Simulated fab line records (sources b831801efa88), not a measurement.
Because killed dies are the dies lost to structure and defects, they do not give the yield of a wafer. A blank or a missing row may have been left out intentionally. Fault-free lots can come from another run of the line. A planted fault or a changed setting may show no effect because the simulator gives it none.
Matching of chambers | flow gf180mcu | hdpcvd-02 running GF_CONTACT_CVD_00: 3 sister chambers
The step deposits SiO2, target thk 300 nm, time 50 s. 3 wafers are shown with their chamber, then 8 later ones without.

EACH WAFER AND ITS CHAMBER
wafer  | chamber | sih4 flow sccm (sccm)
L512.3 | 2       | 60.07
L515.5 | 0       | 59.91
L516.1 | 1       | 60.03

WAFERS MISSING THEIR CHAMBER
wafer  | sih4 flow sccm (sccm)
L516.2 | 60.34
L516.6 | 59.96
L517.4 | 60.17
L517.5 | 60.07
L517.6 | 60.10
L518.2 | 59.85
L518.3 | 59.81
L518.5 | 59.94

EACH ONE'S CHAMBER
wafer  | from the rows above          | in truth
L516.2 | can't be placed: 2 or 1 or 0 | 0
L516.6 | can't be placed: 0 or 1 or 2 | 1
L517.4 | can't be placed: 2 or 1 or 0 | 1
L517.5 | can't be placed: 2 or 1 or 0 | 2
L517.6 | can't be placed: 2 or 1 or 0 | 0
L518.2 | can't be placed: 0 or 1 or 2 | 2
L518.3 | can't be placed: 0 or 1 or 2 | 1
L518.5 | can't be placed: 0 or 1 or 2 | 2
Correct placement for 0 of the 8. From these rows, 8 cannot be placed; in 8 the true chamber is one of the candidates. Placed wrongly: 0.
How it was worked out, from the rows above alone: a wafer's distance from a chamber is the root of the sum, over the readings, of the square of ((its reading less the chamber's mean) divided by the reading's scatter). The wafer belongs to the nearest chamber; if the next one is less than 2 further off, it can't be placed. Each chamber's mean is taken over the wafers shown for it. The scatter: with one shown wafer a chamber, the root of the mean of the squares of how far each hidden wafer lies from its nearest shown one.
